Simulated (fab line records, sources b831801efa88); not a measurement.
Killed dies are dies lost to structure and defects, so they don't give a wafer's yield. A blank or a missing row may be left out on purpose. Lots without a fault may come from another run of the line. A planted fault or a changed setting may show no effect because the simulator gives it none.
Which tool did it? | flow sfq_line | 14 lots, 42 wafers sampled, at 5 steps of a route of 325

WHAT THE GAUGES READ, wafer by wafer
The record holds no reading of a measuring or inspecting step that can be judged against a usual standard deviation.

WHICH TOOL RAN EACH LOT (tool, then ch and the chambers of the sampled wafers, then the start)
lot  | SFQ_TRILAYER_L0_STRIP_STRIP_009  | SFQ_TRILAYER_M1_LITHO_COAT_044    | SFQ_TRILAYER_M1_BARC_OPEN_METAL_ETCH_054 | SFQ_TRILAYER_M3_BARC_OPEN_METAL_ETCH_100 | SFQ_TRILAYER_M4_STRIP_STRIP_097
L369 | rie_metal-01 ch 1, day 4 14:03   | litho_track-02 ch 0, day 16 17:39 | rie_metal-02 ch 0,1, day 22 19:01        | rie_metal-01 ch 0,1, day 46 23:15        | rie_metal-03 ch 1, day 47 11:05
L374 | rie_metal-02 ch 0,1, day 5 20:03 | litho_track-02 ch 0, day 19 03:22 | rie_metal-04 ch 0,1, day 25 13:51        | rie_metal-04 ch 0,1, day 50 03:07        | rie_metal-03 ch 1, day 56 17:10
L376 | rie_metal-02 ch 0,1, day 6 01:05 | litho_track-02 ch 0, day 19 20:52 | rie_metal-02 ch 0,1, day 26 10:50        | rie_metal-02 ch 0,1, day 50 12:58        | rie_metal-04 ch 0,1, day 57 00:34
L381 | rie_metal-02 ch 0,1, day 6 09:15 | litho_track-04 ch 0, day 21 00:43 | rie_metal-02 ch 0,1, day 27 16:49        | rie_metal-01 ch 0,1, day 52 02:08        | rie_metal-04 ch 0,1, day 58 03:10
L382 | rie_metal-04 ch 0,1, day 6 10:27 | litho_track-04 ch 0, day 21 02:35 | rie_metal-01 ch 0,1, day 27 18:01        | rie_metal-02 ch 0, day 52 04:32          | rie_metal-03 ch 0,1, day 58 07:58
L383 | rie_metal-04 ch 1, day 7 07:48   | litho_track-02 ch 0, day 22 19:04 | rie_metal-01 ch 0,1, day 29 07:11        | rie_metal-04 ch 0, day 53 04:32          | rie_metal-03 ch 0,1, day 58 23:34
L384 | rie_metal-01 ch 0,1, day 7 11:25 | litho_track-02 ch 0, day 22 22:45 | rie_metal-02 ch 0,1, day 29 10:48        | rie_metal-01 ch 0,1, day 53 06:58        | rie_metal-03 ch 0,1, day 59 04:34
L385 | rie_metal-04 ch 0,1, day 7 18:25 | litho_track-02 ch 0, day 23 14:18 | rie_metal-02 ch 0,1, day 30 02:12        | rie_metal-02 ch 0, day 54 02:19          | rie_metal-01 ch 0, day 60 01:58
L386 | rie_metal-04 ch 0,1, day 8 02:30 | litho_track-01 ch 0, day 24 03:36 | rie_metal-04 ch 0,1, day 30 10:37        | rie_metal-04 ch 0,1, day 54 22:33        | rie_metal-01 ch 0,1, day 60 16:41
L387 | rie_metal-04 ch 0,1, day 8 07:06 | litho_track-02 ch 0, day 24 15:27 | rie_metal-01 ch 0,1, day 30 20:12        | rie_metal-04 ch 0,1, day 56 05:44        | rie_metal-03 ch 0,1, day 61 18:53
L388 | rie_metal-04 ch 0, day 8 12:01   | litho_track-04 ch 0, day 25 00:03 | rie_metal-02 ch 0,1, day 31 03:24        | rie_metal-04 ch 0,1, day 56 20:35        | rie_metal-01 ch 0,1, day 62 14:08
L389 | rie_metal-04 ch 0, day 8 20:25   | litho_track-04 ch 0, day 25 18:40 | rie_metal-01 ch 1, day 31 19:06          | rie_metal-04 ch 0,1, day 57 03:47        | rie_metal-04 ch 0,1, day 63 00:55
L390 | rie_metal-01 ch 0,1, day 9 04:42 | litho_track-01 ch 0, day 26 01:55 | rie_metal-04 ch 0,1, day 31 21:24        | rie_metal-02 ch 1, day 57 04:59          | rie_metal-01 ch 1, day 63 02:29
L391 | rie_metal-04 ch 0,1, day 9 16:54 | litho_track-04 ch 0, day 27 00:05 | rie_metal-01 ch 0,1, day 32 13:02        | rie_metal-02 ch 0,1, day 57 09:20        | rie_metal-03 ch 0,1, day 63 06:31
- SFQ_TRILAYER_L0_STRIP_STRIP_009: strips in O2.
- SFQ_TRILAYER_M1_LITHO_COAT_044: resist thk 62 nm.
- SFQ_TRILAYER_M1_BARC_OPEN_METAL_ETCH_054: etches BARC in O2, target depth 125 nm, time 41.7 s.
- SFQ_TRILAYER_M3_BARC_OPEN_METAL_ETCH_100: etches BARC in O2, target depth 125 nm, time 41.7 s.
- SFQ_TRILAYER_M4_STRIP_STRIP_097: strips in O2.

WHAT THE TOOLS THEMSELVES READ (means of the sampled wafers that have a number; where no wafer has one, the mark that the record gives instead)
SFQ_TRILAYER_L0_STRIP_STRIP_009.
lot  | tool         | drypump_motor_current_A (A) | oes_product_au (a.u.)
L369 | rie_metal-01 | 5.6                         | 0.997
L374 | rie_metal-02 | 5.9                         | 0.998
L376 | rie_metal-02 | 5.9                         | 0.995
L381 | rie_metal-02 | 5.9                         | 0.995
L382 | rie_metal-04 | 6.6                         | 0.996
L383 | rie_metal-04 | 6.6                         | 0.989
L384 | rie_metal-01 | 5.5                         | 0.993
L385 | rie_metal-04 | 6.5                         | 1.004
L386 | rie_metal-04 | 6.6                         | 0.999
L387 | rie_metal-04 | 6.5                         | 1.002
L388 | rie_metal-04 | 6.5                         | 1.010
L389 | rie_metal-04 | 6.4                         | 1.009
L390 | rie_metal-01 | 5.4                         | 0.997
L391 | rie_metal-04 | 6.5                         | 1.008

SFQ_TRILAYER_M1_LITHO_COAT_044.
lot  | tool           | dispense_pressure_kPa (kPa) | resist_line_temp_C (C) | spin_speed_rpm (rpm)
L369 | litho_track-02 | 41                          | 23.05                  | 3001.0
L374 | litho_track-02 | 41                          | 23.10                  | 3000.1
L376 | litho_track-02 | 41                          | 22.88                  | 3000.3
L381 | litho_track-04 | 55                          | 23.07                  | 3001.3
L382 | litho_track-04 | 55                          | 22.86                  | 3000.4
L383 | litho_track-02 | 41                          | 23.05                  | 2998.0
L384 | litho_track-02 | 41                          | 22.99                  | 3000.1
L385 | litho_track-02 | 41                          | 22.95                  | 2999.9
L386 | litho_track-01 | 49                          | 23.09                  | 2999.4
L387 | litho_track-02 | 41                          | 22.94                  | 2998.7
L388 | litho_track-04 | 55                          | 23.00                  | 2998.3
L389 | litho_track-04 | 55                          | 22.99                  | 2999.9
L390 | litho_track-01 | 49                          | 22.90                  | 3001.0
L391 | litho_track-04 | 55                          | 23.03                  | 3001.5

SFQ_TRILAYER_M1_BARC_OPEN_METAL_ETCH_054.
lot  | tool         | bias_w (W) | drypump_motor_current_A (A) | oes_product_au (a.u.)
L369 | rie_metal-02 | 80.17      | 5.8                         | 0.688
L374 | rie_metal-04 | 79.56      | 6.5                         | 0.710
L376 | rie_metal-02 | 79.93      | 5.9                         | 0.700
L381 | rie_metal-02 | 79.94      | 5.9                         | 0.688
L382 | rie_metal-01 | 80.14      | 5.5                         | 0.681
L383 | rie_metal-01 | 80.02      | 5.5                         | 0.688
L384 | rie_metal-02 | 80.01      | 5.8                         | 0.681
L385 | rie_metal-02 | 79.84      | 5.9                         | 0.688
L386 | rie_metal-04 | 80.08      | 6.5                         | 0.687
L387 | rie_metal-01 | 79.67      | 5.5                         | 0.688
L388 | rie_metal-02 | 80.01      | 5.8                         | 0.685
L389 | rie_metal-01 | 79.80      | 5.6                         | 0.689
L390 | rie_metal-04 | 79.80      | 6.6                         | 0.688
L391 | rie_metal-01 | 80.03      | 5.5                         | 0.690

SFQ_TRILAYER_M3_BARC_OPEN_METAL_ETCH_100.
lot  | tool         | bias_w (W) | drypump_motor_current_A (A) | oes_product_au (a.u.)
L369 | rie_metal-01 | 80.08      | 5.4                         | 0.684
L374 | rie_metal-04 | 79.78      | 6.5                         | 0.685
L376 | rie_metal-02 | 79.94      | 5.9                         | 0.684
L381 | rie_metal-01 | 80.05      | 5.5                         | 0.684
L382 | rie_metal-02 | 80.15      | 6.1                         | 0.682
L383 | rie_metal-04 | 79.94      | 6.4                         | 0.683
L384 | rie_metal-01 | 80.08      | 5.5                         | 0.687
L385 | rie_metal-02 | 80.00      | 6.1                         | 0.686
L386 | rie_metal-04 | 80.21      | 6.5                         | 0.685
L387 | rie_metal-04 | 80.11      | 6.6                         | 0.688
L388 | rie_metal-04 | 80.25      | 6.6                         | 0.688
L389 | rie_metal-04 | 80.14      | 6.5                         | 0.688
L390 | rie_metal-02 | 80.09      | 5.6                         | 0.683
L391 | rie_metal-02 | 79.98      | 5.7                         | 0.688

SFQ_TRILAYER_M4_STRIP_STRIP_097.
lot  | tool         | drypump_motor_current_A (A) | oes_product_au (a.u.)
L369 | rie_metal-03 | 6.0                         | 1.022
L374 | rie_metal-03 | 6.1                         | 1.004
L376 | rie_metal-04 | 6.6                         | 0.999
L381 | rie_metal-04 | 6.6                         | 1.002
L382 | rie_metal-03 | 6.1                         | 1.000
L383 | rie_metal-03 | 6.3                         | 1.004
L384 | rie_metal-03 | 6.2                         | 1.002
L385 | rie_metal-01 | 5.4                         | 0.992
L386 | rie_metal-01 | 5.5                         | 0.996
L387 | rie_metal-03 | 6.2                         | 1.000
L388 | rie_metal-01 | 5.5                         | 0.994
L389 | rie_metal-04 | 6.5                         | 1.004
L390 | rie_metal-01 | 5.6                         | 0.993
L391 | rie_metal-03 | 6.3                         | 1.003

THE ANSWER, worked out from the rows above alone
Rule: what is usual is taken from the lots themselves. Put in order of their means at a reading, lots are off if they are a third of the lots or fewer, leave a main group of 4 or more, and stand apart from it by a gap of 3 or more times the standard deviation of the main group's means; of several such gaps the widest counts. A main group whose means are all the same, to the digits that the tables above print for the reading, isn't used. A lot without any number at a reading at which 4 lots or more have one is off too. The other lots that the step has rows for count as sound. The gauges are gone through in route order, then the tools' own readings, and for those a lot's mean is taken as printed above. The first step at which some lot is off is used, and at that step the reading that is off furthest; a lot without a number counts as furthest.
Off: L374, L376, at SFQ_TRILAYER_M1_BARC_OPEN_METAL_ETCH_054 (oes_product_au). The main group: mean 0.687 a.u., standard deviation 0.0028.
A tool fits if, at that step or a process step before it, it ran every lot that is off, and no sound lot after the first of them. None of those tried fits.

WHAT THE SIMULATOR HAD PUT IN
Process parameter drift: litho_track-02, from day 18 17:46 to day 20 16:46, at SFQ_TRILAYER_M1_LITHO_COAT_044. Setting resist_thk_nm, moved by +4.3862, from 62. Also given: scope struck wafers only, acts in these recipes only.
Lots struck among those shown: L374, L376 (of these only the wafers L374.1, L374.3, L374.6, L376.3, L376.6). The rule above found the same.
